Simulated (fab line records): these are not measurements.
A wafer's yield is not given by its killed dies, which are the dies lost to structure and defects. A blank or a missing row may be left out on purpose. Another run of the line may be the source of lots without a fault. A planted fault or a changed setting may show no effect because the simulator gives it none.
Chamber matching	flow sky130	4 sister chambers for SKY_LI_CONTACT_CMP_24 on cmp-02
The step polishes, stops on PSG, t overpolish 20 s, target thk 0 nm. 8 wafers are shown with their chamber, then 7 later ones without.

== WAFERS WITH THEIR CHAMBER ==
wafer	chamber	motor-current-A (A)	time-to-endpoint-s (s)
L379.1	3	11.1	94.8
L379.2	2	9.3	96.2
L379.6	2	9.3	95.9
L380.2	1	12.1	102.2
L380.3	0	12.3	97.1
L380.6	1	12.0	97.4
L381.1	3	11.1	94.8
L381.2	0	11.4	97.0

== WAFERS WITH NO CHAMBER GIVEN ==
wafer	motor-current-A (A)	time-to-endpoint-s (s)
L381.6	11.9	99.0
L382.2	9.7	97.8
L382.4	11.2	97.2
L382.5	12.3	93.4
L386.1	9.4	92.6
L386.3	11.0	96.5
L386.6	12.4	96.6

== WHICH CHAMBER EACH WENT THROUGH ==
wafer	from the rows above	in truth
L381.6	can't be placed: 1 or 0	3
L382.2	2	2
L382.4	can't be placed: 3 or 0 or 1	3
L382.5	can't be placed: 0 or 3 or 1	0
L386.1	2	2
L386.3	can't be placed: 3 or 0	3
L386.6	can't be placed: 0 or 1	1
Correctly placed: 2 of 7. From these rows, 5 cannot be placed; in 4 the true chamber is one of the candidates. Wrongly placed: 0.
How it was worked out, from the rows above alone: a wafer's distance from a chamber is the root of the sum, over the readings, of the square of ((its reading less the chamber's mean) divided by the reading's scatter). The wafer belongs to the nearest chamber; if the next one is less than 2 further off, it can't be placed. For every chamber, the mean is computed from those of its wafers that are shown. The scatter: take each reading less its chamber's mean, square it, sum over the shown wafers, divide by the number of wafers less the number of chambers, and take the root.
